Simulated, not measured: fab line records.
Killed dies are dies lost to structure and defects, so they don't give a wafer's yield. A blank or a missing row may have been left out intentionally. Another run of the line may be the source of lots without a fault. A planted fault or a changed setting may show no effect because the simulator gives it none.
A single fault, viewed from 2 desks ; flow sky130 ; each desk has only its own numbers; what lay behind them comes last

DESK OF THE TOOL OWNER: litho-track-02
The tool's own readings at SKY_METAL2_COAT_10 (resist thk 450 nm): means of the sampled wafers that have a number, for each lot that ran on this tool. The brackets show how far a lot's mean lies from the usual mean; more than 4 standard deviations puts the lot out of limits, marked OUT.
Columns: A = spin-speed-rpm at SKY_METAL2_COAT_10, usual 2999.7 rpm
lot;first seen here;A
L885;day 37 03:00;2999.2
L891;day 39 00:00;3106.6 (+67) OUT
L893;day 39 12:00;3104.2 (+65) OUT
Finding of this desk: L891, L893 out of limits; the first was L891 at day 39 00:00, on spin-speed-rpm at SKY_METAL2_COAT_10. L885: within limits.

METROLOGY DESK
What the gauges read, lot by lot, whatever tool the lot ran on: means of the sampled wafers that have a number. The brackets show how far a lot's mean lies from the usual mean; more than 4 standard deviations puts the lot out of limits, marked OUT.
Columns: A = VIA1_W_THK at SKY_VIA1_THK_MEAS_23, usual 263.5 nm; B = METAL2_ALCU_RS at SKY_METAL2_RS_MEAS_05, usual 0.1270 ohm/sq; C = METAL2_ALCU_THK at SKY_METAL2_THK_MEAS_06, usual 246.6 nm; D = cd-nm at SKY_METAL2_CD_MEAS_15, usual 139.9 nm; E = METAL2_OVL at SKY_METAL2_OVL_MEAS_16, usual 1 nm
lot;first seen here;A;B;C;D;E
L878;day 33 22:43;264.4;0.1280;245.5;140.2;3
L885;day 36 13:37;266.6;0.1260;248.3;137.9;-4
L891;day 38 11:00;264.4;0.1278;245.2;141.0;6
L893;day 38 23:01;263.9;0.1263;248.8;138.2;-3
L898;day 40 08:41;258.5;0.1283;244.6;141.3;4
L901;day 41 02:08;262.4;0.1283;245.9;140.9;4
This desk found nothing out of limits on any of the 6 lots.

TAKEN TOGETHER
On L891, L893, at day 39 00:00, an alarm was possible from the tool owner's desk.
From the metrology desk's view, nothing was out of limits.
The metrology desk holds a record of L891, L893, inside its limits.
SKY_METAL2_COAT_10 was run on litho-track-02 by each of the lots named.

WHAT THE SIMULATOR HAD INSERTED
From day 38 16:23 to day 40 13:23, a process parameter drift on litho-track-02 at SKY_METAL2_COAT_10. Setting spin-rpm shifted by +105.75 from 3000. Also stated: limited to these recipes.
Shown lots that were struck: L891, L893.
Each desk's first reading out of limits, in hours after the fault started: the tool owner's desk, 8.
